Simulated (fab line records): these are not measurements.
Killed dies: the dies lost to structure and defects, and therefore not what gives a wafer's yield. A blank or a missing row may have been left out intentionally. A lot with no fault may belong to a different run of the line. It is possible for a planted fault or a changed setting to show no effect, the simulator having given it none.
Chamber matching || flow sfq line || SFQ_TRILAYER_I1_CMP_CMP_046 on cmp-02 has 4 sister chambers
The step polishes SiO2. 4 wafers are shown with their chamber, then 8 later ones without.

== EACH WAFER AND ITS CHAMBER ==
{"wafer": "L957.6", "chamber": 3, "motor current A (A)": 9.9}
{"wafer": "L961.4", "chamber": 2, "motor current A (A)": 10.5}
{"wafer": "L962.4", "chamber": 1, "motor current A (A)": 9.5}
{"wafer": "L970.1", "chamber": 0, "motor current A (A)": 9.4}

== WAFERS WITH NO CHAMBER GIVEN ==
{"wafer": "L970.2", "motor current A (A)": 11.0}
{"wafer": "L970.5", "motor current A (A)": 10.0}
{"wafer": "L971.1", "motor current A (A)": 10.8}
{"wafer": "L971.2", "motor current A (A)": 9.8}
{"wafer": "L971.3", "motor current A (A)": 9.1}
{"wafer": "L973.3", "motor current A (A)": 9.4}
{"wafer": "L973.2", "motor current A (A)": 10.5}
{"wafer": "L973.6", "motor current A (A)": 9.2}

== WHICH CHAMBER EACH ONE RAN IN ==
{"wafer": "L970.2", "from the rows above": 2, "in truth": 2}
{"wafer": "L970.5", "from the rows above": "can't be placed: 3 or 1 or 2", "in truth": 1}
{"wafer": "L971.1", "from the rows above": 2, "in truth": 2}
{"wafer": "L971.2", "from the rows above": "can't be placed: 3 or 1 or 0", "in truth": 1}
{"wafer": "L971.3", "from the rows above": "can't be placed: 0 or 1", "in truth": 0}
{"wafer": "L973.3", "from the rows above": "can't be placed: 0 or 1", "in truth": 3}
{"wafer": "L973.2", "from the rows above": 2, "in truth": 2}
{"wafer": "L973.6", "from the rows above": "can't be placed: 0 or 1", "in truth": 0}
Correct placement for 3 of the 8. Unplaceable from these rows: 5, with the true chamber sitting among the candidates in 4. Number placed wrongly: 0.
How it was worked out, from the rows above alone: a wafer's distance from a chamber is the root of the sum, over the readings, of the square of ((its reading less the chamber's mean) divided by the reading's scatter). If the next closest chamber is less than 2 further off than the closest, the wafer can't be placed; otherwise it belongs to the closest. The mean given for a chamber averages the wafers shown for that chamber. The scatter: with one shown wafer a chamber, the root of the mean of the squares of how far each hidden wafer lies from its nearest shown one.
